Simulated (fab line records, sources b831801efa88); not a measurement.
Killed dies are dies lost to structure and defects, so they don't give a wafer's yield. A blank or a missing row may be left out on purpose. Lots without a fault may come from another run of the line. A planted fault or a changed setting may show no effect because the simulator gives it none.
Which tool did it? | flow sky130 | 6 lots, 18 wafers sampled, at 3 steps of a route of 708

WHAT THE GAUGES READ, wafer by wafer
SKY_VT_ADJUST_PCH_OVL_MEAS_07.
lot  | measured     | on         | VT_ADJUST_PCH_OVL (nm)
L131 | day 11 16:21 | overlay-01 | -0.9 -0.7 0.1
L133 | day 12 02:40 | overlay-02 | -2.1 -4.1 -1.8
L139 | day 13 20:10 | overlay-02 | -2.4 0.3 -1.3
L142 | day 14 20:32 | overlay-02 | -1.6 -1.4 -2.2
L147 | day 16 05:08 | overlay-02 | -0.6 -1.8 -0.2
L149 | day 16 23:08 | overlay-01 | -0.7 -0.9 0.4

WHICH TOOL RAN EACH LOT (tool, then ch and the chambers of the sampled wafers, then the start)
lot  | SKY_FIELD_ISO_STRIP_16              | SKY_VT_ADJUST_HVTR_SOFTBAKE_03
L131 | plasma_asher-04 ch 0,1, day 2 23:02 | litho_track-01 ch 0, day 10 05:23
L133 | plasma_asher-04 ch 0,1, day 3 09:15 | litho_track-04 ch 0, day 10 16:11
L139 | plasma_asher-04 ch 0,1, day 4 13:47 | litho_track-01 ch 0, day 12 07:50
L142 | plasma_asher-03 ch 0,1, day 5 07:35 | litho_track-02 ch 0, day 13 07:04
L147 | plasma_asher-04 ch 0,1, day 6 07:30 | litho_track-02 ch 0, day 14 14:52
L149 | plasma_asher-03 ch 0,1, day 6 18:15 | litho_track-02 ch 0, day 15 05:19
- SKY_FIELD_ISO_STRIP_16: strips in O2/N2.
- SKY_VT_ADJUST_HVTR_SOFTBAKE_03: time 60 s.

THE ANSWER, worked out from the rows above alone
Rule: what is usual is taken from the lots themselves. Put in order of their means at a reading, lots are off if they are a third of the lots or fewer, leave a main group of 4 or more, and stand apart from it by a gap of 3 or more times the standard deviation of the main group's means; of several such gaps the widest counts. A main group whose means are all the same, to the digits that the tables above print for the reading, isn't used. A lot without any number at a reading at which 4 lots or more have one is off too. The other lots that the step has rows for count as sound.
No lot is off at any reading shown: from this, nothing can be told.

WHAT THE SIMULATOR HAD PUT IN
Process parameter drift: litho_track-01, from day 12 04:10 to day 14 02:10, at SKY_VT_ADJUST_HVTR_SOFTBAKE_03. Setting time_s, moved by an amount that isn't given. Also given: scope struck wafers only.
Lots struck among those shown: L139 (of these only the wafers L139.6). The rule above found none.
